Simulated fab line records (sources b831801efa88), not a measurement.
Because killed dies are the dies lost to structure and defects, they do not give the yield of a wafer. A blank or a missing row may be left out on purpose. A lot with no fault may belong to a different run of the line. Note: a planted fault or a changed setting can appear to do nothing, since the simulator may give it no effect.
Matching of chambers | flow gf180mcu | GF_V2_CMP_04 on cmp-02 has 4 sister chambers
The step polishes SiO2. 4 wafers are shown with their chamber, then 7 later ones without.

== WAFERS PAIRED WITH THEIR CHAMBERS ==
wafer  | chamber | motorCurrentA (A)
L258.1 | 1       | 14.1
L258.2 | 0       | 12.4
L267.1 | 2       | 14.1
L267.2 | 3       | 12.2

== WAFERS WHOSE CHAMBER IS MISSING ==
wafer  | motorCurrentA (A)
L267.5 | 13.8
L269.1 | 14.1
L269.2 | 13.5
L269.4 | 12.3
L270.2 | 14.0
L270.3 | 12.2
L270.4 | 12.8

== THE CHAMBER EACH PASSED THROUGH ==
wafer  | from the rows above          | in truth
L267.5 | can't be placed: 1 or 2      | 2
L269.1 | can't be placed: 1 or 2      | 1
L269.2 | can't be placed: 1 or 2 or 0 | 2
L269.4 | can't be placed: 0 or 3      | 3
L270.2 | can't be placed: 1 or 2      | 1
L270.3 | can't be placed: 3 or 0      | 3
L270.4 | can't be placed: 0 or 3      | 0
Placed correctly: 0 of 7. Can't be placed from these rows: 7 (the true chamber is among the candidates in 7). Placed wrongly: 0.
How it was worked out, from the rows above alone: a wafer's distance from a chamber is the root of the sum, over the readings, of the square of ((its reading less the chamber's mean) divided by the reading's scatter). If the next closest chamber is less than 2 further off than the closest, the wafer can't be placed; otherwise it belongs to the closest. For every chamber, the mean is computed from those of its wafers that are shown. The scatter: with one shown wafer a chamber, the root of the mean of the squares of how far each hidden wafer lies from its nearest shown one.
